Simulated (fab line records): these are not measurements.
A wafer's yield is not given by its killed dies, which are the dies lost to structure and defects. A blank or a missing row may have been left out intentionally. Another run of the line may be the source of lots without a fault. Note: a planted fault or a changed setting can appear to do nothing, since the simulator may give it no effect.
Struck lot and sound lot, side by side / flow sky130 / 16 steps out of a route of 708
Sound: these wafers, L486.2, L486.3, L486.6. Wafers L478.2, L478.4, L478.6 were the ones struck. Last of all comes the cause.
Per side, at each step with rows, come the tool, then ch with its chambers, and then its first start. Under that, the readings that differ: sound wafers / struck wafers / difference of the means / sigmas: that difference in standard deviations of wafers without a fault.
alike: readings with means less than 2 such deviations apart, plus words and numbers identical on both sides. not compared: withheld readings, readings lacking a value on some wafer, bounds such as >300 that could conceal the same value, and numbers that have no deviation in the record and whose values overlap.
The two part at a step that has a row with sigmas, a row that says differs or no value, or rows on one side only. Non-overlapping numbers with no deviation appear without sigmas and do not part them. A reading missing from all wafers of one side parts the sides only when that side holds two or more wafers.

SKY_LDD_HVP_TW_MEAS_10:
  sound on film_metro-02, day 26 18:55; struck on film_metro-01, day 23 17:58
reading=LDD_HVP_TW; sound=452 456 452; struck=465 463 466; difference=+11; sigmas=+3
then, 7 steps without rows for these wafers: SKY_LDD_LDN_DEHYDRATE_00 (time 60 s); SKY_LDD_LDN_HMDS_01 (prime time 60 s); SKY_LDD_LDN_COAT_02 (resist thk 1140 nm); SKY_LDD_LDN_SOFTBAKE_03 (time 60 s); SKY_LDD_LDN_EXPOSE_04 (exposes mask LDNTM, target cd 700 nm); SKY_LDD_LDN_PEB_05; SKY_LDD_LDN_DEVELOP_06 (develop time 60 s).
SKY_LDD_LDN_OVL_MEAS_07:
  sound on overlay-01, day 27 23:43; struck on overlay-01, day 24 23:49
reading=LDD_LDN_OVL (nm); sound=1.9 1.7 3.4; struck=0.4 -0.2 -0.9; difference=-2.6; sigmas=-2
then, 3 steps without rows for these wafers: SKY_LDD_LDN_IMPLANT_08; SKY_LDD_LDN_IMPLANT_09; SKY_LDD_LDN_IMPLANT_10.
SKY_LDD_LDN_IMPLANT_11:
  sound on implanter-04 ch 0, day 28 00:13; struck on implanter-01 ch 0, day 25 00:19
reading=dose_ions_cm2; sound=1.2474e+13 1.2487e+13 1.2519e+13; struck=8.381e+12 8.372e+12 8.375e+12; difference=-4.117e+12; sigmas=-99 or more
reading=faraday_current_uA; sound=73.1 72.8 70.2; struck=47.3 46.4 47.2; difference=-25.1; sigmas=-17
SKY_LDD_LDN_STRIP_12: strips in O2/N2.
  sound on plasma_asher-03 ch 0,1, day 28 00:21; struck on plasma_asher-02 ch 0,1, day 25 00:27
  alike: drypump_motor_current_A, n2_flow_sccm, oes_product_au, strip_time_to_endpoint_s
  not compared: rf_hours_counter_h
SKY_LDD_LDN_TW_MEAS_13:
  sound on film_metro-03, day 28 00:28; struck on film_metro-03, day 25 00:47
reading=LDD_LDN_TW; sound=1479 1479 1484; struck=1431 1436 1442; difference=-44; sigmas=-5
  not compared: hold
-- the record jumps here: 22 days lie between the struck wafers' starts before and after (it left off in module LDD_LDN and takes up again in module PAD_OPEN, whose first step shown is number 708 of the route) --
SKY_PAD_OPEN_PROBE_99:
  sound on prober-02, day 49 12:23; struck on prober-02, day 47 08:45
reading=model.etest.tip_sonos.rs_ohm_sq; sound=2687 2666 2700; struck=2814 2871 2805; difference=+146; sigmas=
  alike: killed_at_M0_to_M3, killed_at_M4_up, killed_at_contacts, killed_at_front_end, killed_at_other, killed_dies, killed_on_rim, killed_open, killed_short

WHERE THEY PART
Last at SKY_LDD_LDN_TW_MEAS_13 as far as this record goes, first at SKY_LDD_HVP_TW_MEAS_10. Later steps at which nothing parts them and some readings are alike: SKY_PAD_OPEN_PROBE_99.

WHY: whatever the simulator had introduced
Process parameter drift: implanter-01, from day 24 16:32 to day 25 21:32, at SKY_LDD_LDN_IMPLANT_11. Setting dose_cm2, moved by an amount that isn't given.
